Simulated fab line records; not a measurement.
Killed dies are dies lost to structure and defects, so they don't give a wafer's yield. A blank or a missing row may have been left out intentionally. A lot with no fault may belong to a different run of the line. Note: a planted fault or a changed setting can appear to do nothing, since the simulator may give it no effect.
Comparing a struck lot with a sound one || flow gf180mcu || 23 steps out of a route of 602
Sound: wafers L784.1, L784.2, L784.4. Wafers L795.1, L795.2, L795.6 were the ones struck. The cause comes at the end.
For every step that has rows: the tool of each side, followed by ch and its chambers, followed by its first start. Under that, the readings that differ: sound wafers || struck wafers || difference of the means || sigmas: that difference in standard deviations of wafers without a fault.
alike: readings with means less than 2 such deviations apart, plus words and numbers identical on both sides. not compared: withheld readings, readings lacking a value on some wafer, bounds such as >300 that could conceal the same value, and numbers that have no deviation in the record and whose values overlap.
Wherever a step has rows on one side only, a row that says differs or no value, or a row with sigmas, the two part there. Numbers that don't overlap but have no deviation are shown without sigmas and don't part them. A reading missing from all wafers of one side parts the sides only when that side holds two or more wafers.

first, 1 step without rows for these wafers: GF_POLY_GATE_DEVELOP_09 (develop time 60 s).
GF_POLY_GATE_CD_MEAS_10: target cd 280 nm.
  sound on cd sem-02 at day 9 10:21; struck on cd sem-01 at day 12 22:18
  alike: cd nm
GF_POLY_GATE_OVL_MEAS_11:
  sound on overlay-01 at day 9 10:28; struck on overlay-01 at day 12 22:25
  alike: POLY_GATE_OVL
GF_POLY_GATE_ETCH_12: etches BARC in N2/H2.
  sound on rie diel-02 ch 0,1,3, day 9 10:30; struck on rie diel-01 ch 1,3, day 12 22:27
  alike: drypump motor current A, oes product au, throttle valve pct
GF_POLY_GATE_ETCH_13: etches poly-Si in HBr/Cl2, stops on SiO2, target depth 198.5 nm, time 69.6 s.
  sound on rie si-02 ch 0,2,3, day 9 10:33; struck on rie si-01 ch 0,1, day 12 22:30
  alike: drypump motor current A, mfc cl2 sccm, oes product au, throttle valve pct
  not compared: rf hours counter h
GF_POLY_GATE_STRIP_14: strips in O2/N2.
  sound on plasma asher-02 ch 0,1, day 9 10:37; struck on plasma asher-01 ch 0,1, day 12 22:34
  alike: drypump motor current A, heater power w, o2 flow sccm, oes product au
  not compared: rf hours counter h
then, 2 steps without rows for these wafers: GF_POLY_GATE_CLEAN_15 (cleans in SC1/SC2, time 150 s); GF_POLY_GATE_OXIDATION_16 (stabilise 600 s, purge 300 s, target thk 4 nm).
GF_POLY_GATE_THK_MEAS_17:
  sound on film metro-02 at day 9 12:01; struck on film metro-04 at day 13 00:47
  alike: POLY_GATE_OXIDATION_THK
GF_POLY_GATE_CD_MEAS_18:
  sound on cd sem-02 at day 9 12:04; struck on cd sem-01 at day 13 00:51
  alike: cd nm
then, 2 steps without rows for these wafers: GF_HV_LDD_DEHYDRATE_00 (time 60 s); GF_HV_LDD_HMDS_01 (prime time 60 s).
GF_HV_LDD_COAT_02: resist thk 1000 nm.
  sound on litho track-01 ch 0, day 9 20:02; struck on litho track-01 ch 0, day 13 10:47
{"reading": "spin speed rpm (rpm)", "sound": "3002.1 2999.2 3002.4", "struck": "3468.7 3469.9 3469.6", "difference": "+468.2", "sigmas": "+99 or more"}
{"reading": "model.NOVOLAK_of_HV_LDD_COAT_02.thk nm (nm)", "sound": "1005 1004 998", "struck": "933 930.9 932.3", "difference": -70, "sigmas": ""}
then, 3 steps without rows for these wafers: GF_HV_LDD_SOFTBAKE_03 (time 60 s); GF_HV_LDD_EXPOSE_04 (exposes mask Nplus LV AREA, target cd 400 nm); GF_HV_LDD_PEB_05.
GF_HV_LDD_DEVELOP_06: develop time 60 s.
  sound on litho track-04 ch 0, day 10 04:18; struck on litho track-02 ch 0, day 13 21:38
{"reading": "model.NOVOLAK_of_HV_LDD_COAT_02.thk nm (nm)", "sound": "1005 1004 997.6", "struck": "932.6 930.5 931.9", "difference": -70.5, "sigmas": ""}
  alike: developer temp C
GF_HV_LDD_CD_MEAS_07: target cd 400 nm.
  sound on cd sem-02 at day 10 04:27; struck on cd sem-02 at day 13 21:47
  alike: cd nm
GF_HV_LDD_OVL_MEAS_08:
  sound on overlay-01 at day 10 04:34; struck on overlay-02 at day 13 21:55
{"reading": "HV_LDD_OVL (nm)", "sound": "3.0 3.1 0.5", "struck": "-2.0 -3.0 -1.0", "difference": -4.2, "sigmas": -3}
next, for these wafers, 1 step has no rows: GF_HV_LDD_IMPLANT_09.
GF_HV_LDD_STRIP_10: strips in O2/N2.
  sound on plasma asher-01 ch 0,1, day 10 04:45; struck on plasma asher-02 ch 0,1, day 13 22:05
{"reading": "strip time to endpoint s (s)", "sound": "12.68 12.67 12.61", "struck": "11.84 11.82 11.86", "difference": -0.81, "sigmas": -25}
  alike: drypump motor current A, heater power w, o2 flow sccm, oes product au
  not compared: rf hours counter h
GF_HV_LDD_TW_MEAS_11:
  sound on film metro-03 at day 10 04:51; struck on film metro-03 at day 13 22:11
  alike: HV_LDD_TW
-- a jump in the record: the struck wafers' starts before and after are 18 days apart (it breaks off in module HV_LDD and resumes in module PASSIVATION, where the first step shown is number 602 of the route) --
GF_PASSIVATION_PROBE_99:
  only the struck wafers here have rows in the record (prober-01, day 32 09:40); the sound ones have none

== WHERE THEY PART ==
Last at GF_PASSIVATION_PROBE_99 as far as this record goes, first at GF_HV_LDD_COAT_02.

WHY: what the simulator had put in
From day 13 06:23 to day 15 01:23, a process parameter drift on litho track-01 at GF_HV_LDD_COAT_02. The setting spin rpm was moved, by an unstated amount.
